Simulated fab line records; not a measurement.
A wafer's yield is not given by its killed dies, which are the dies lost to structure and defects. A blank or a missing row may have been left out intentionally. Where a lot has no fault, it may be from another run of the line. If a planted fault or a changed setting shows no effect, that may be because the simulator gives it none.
Which of the tools did it?    flow gf180mcu    42 wafers from 14 lots sampled at 3 of the route's 602 steps

WHAT EACH GAUGE READ, for each wafer
GF_V4_OVL_MEAS_15. Usual: V4_OVL 0 nm, standard deviation 5.2.
lot   measured      on          V4_OVL (nm)  flag
L204  day 25 05:22  overlay-02  -3 -10 4     
L206  day 26 02:40  overlay-02  1 0 -8       
L208  day 26 12:37  overlay-02  -4 6 -5      
L207  day 26 15:53  overlay-01  1 -6 1       
L210  day 27 06:22  overlay-01  -5 2 -1      
L211  day 27 16:52  overlay-01  -2 -3 -2     
L212  day 27 20:40  overlay-01  -6 2 -4      
L216  day 28 23:45  overlay-02  6 5 3        
L218  day 29 13:09  overlay-01  2 -6 3       
L219  day 29 19:49  overlay-01  1 3 3        
L220  day 30 03:43  overlay-01  -1 1 1       
L221  day 30 08:38  overlay-01  4 -8 6       
L223  day 30 20:37  overlay-01  -2 12 15     
L224  day 31 01:58  overlay-02  4 0 0        

GF_V5_CD_MEAS_14: the cd target is 260 nm. Usual: cd-nm 259.9 nm, standard deviation 1.6.
lot   measured      on         cd-nm (nm)         flag
L204  day 27 22:56  cd-sem-02  258.2 258.5 258.4  
L206  day 28 18:20  cd-sem-01  261.3 260.6 260.0  
L208  day 29 03:06  cd-sem-01  260.5 261.3 261.7  
L207  day 29 07:14  cd-sem-02  261.9 262.9 261.4  
L210  day 29 20:57  cd-sem-01  262.4 262.3 262.3  
L211  day 30 05:30  cd-sem-01  257.0 258.4 257.9  
L212  day 30 09:14  cd-sem-01  260.1 257.9 258.8  
L216  day 31 11:14  cd-sem-01  260.9 260.5 261.7  
L218  day 31 22:23  cd-sem-02  260.0 259.7 259.6  
L219  day 32 04:11  cd-sem-01  259.4 258.4 259.3  
L220  day 32 11:47  cd-sem-01  259.1 257.3 257.9  
L221  day 32 14:43  cd-sem-01  258.8 259.4 259.0  
L223  day 33 01:48  cd-sem-02  259.5 259.4 259.9  
L224  day 33 07:38  cd-sem-02  262.9 262.6 263.0  

WHAT TOOL EACH LOT RAN ON (gives the tool, then ch and the chambers of the sampled wafers, and finally the start)
lot   GF_M5_DEVELOP_06
L204  litho-track-04 ch 0, day 27 01:47
L206  litho-track-01 ch 0, day 27 21:36
L208  litho-track-01 ch 0, day 28 06:33
L207  litho-track-01 ch 0, day 28 10:18
L210  litho-track-04 ch 0, day 28 23:54
L211  litho-track-02 ch 0, day 29 09:20
L212  litho-track-01 ch 0, day 29 12:54
L216  litho-track-01 ch 0, day 30 15:36
L218  litho-track-01 ch 0, day 31 03:45
L219  litho-track-01 ch 0, day 31 09:09
L220  litho-track-02 ch 0, day 31 17:14
L221  litho-track-04 ch 0, day 31 21:21
L223  litho-track-02 ch 0, day 32 07:37
L224  litho-track-02 ch 0, day 32 14:14
- GF_M5_DEVELOP_06: develop time 60 s.

AS READ BY THE TOOLS THEMSELVES (means over the sampled wafers that have a number; for cases with no such wafer, the mark the record gives instead)
GF_M5_DEVELOP_06. Usual: developer-temp-C 20.99 C, standard deviation 0.11; resist-line-temp-C 22.98 C, standard deviation 0.12.
lot   tool            developer-temp-C (C)  resist-line-temp-C (C)  flag
L204  litho-track-04  20.86                 23.04                   
L206  litho-track-01  21.10                 23.04                   
L208  litho-track-01  21.05                 23.09                   
L207  litho-track-01  20.89                 23.06                   
L210  litho-track-04  20.87                 22.86                   
L211  litho-track-02  20.94                 23.07                   
L212  litho-track-01  20.81                 22.86                   
L216  litho-track-01  21.84                 23.09                   OFF
L218  litho-track-01  21.76                 22.84                   OFF
L219  litho-track-01  21.89                 23.11                   OFF
L220  litho-track-02  21.04                 22.86                   
L221  litho-track-04  20.94                 22.98                   
L223  litho-track-02  21.00                 23.07                   
L224  litho-track-02  20.95                 23.01                   

THE ANSWER, worked out from the rows above alone
Rule: a lot is off if the mean of its wafers that have a number lies more than 3 standard deviations from the usual mean. A lot without any number at a reading at which 4 lots or more have one is off too. All remaining lots with rows at the step are treated as sound. The gauges are gone through in route order, then the tools' own readings, and for those a lot's mean is taken as printed above. At the first step where some lot is off, the reading lying furthest off is the one used; lots without a number count as furthest.
Off: L216, L218, L219 (GF_M5_DEVELOP_06, developer-temp-C).
If a tool, at that step or one of the process steps before it, ran each lot that is off and ran no sound lot following the first of them, it fits. One fits: litho-track-01 at GF_M5_DEVELOP_06. Its last sound lot is L212 (day 29 12:54), its first lot that is off L216 (day 30 15:36): a fault that began between those two fits.
The tool's own readings at GF_M5_DEVELOP_06 bear it out: on the lots that are off they differ by more than 5 times the standard deviation of the sound lots' means. developer-temp-C reads 21.83 C there against 20.95 C on the sound lots.

WHAT WAS PUT IN BY THE SIMULATOR
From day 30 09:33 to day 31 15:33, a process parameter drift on litho-track-01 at GF_M5_DEVELOP_06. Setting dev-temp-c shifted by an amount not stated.
Lots struck among those shown: L216, L218, L219. The rule above reached the same finding.
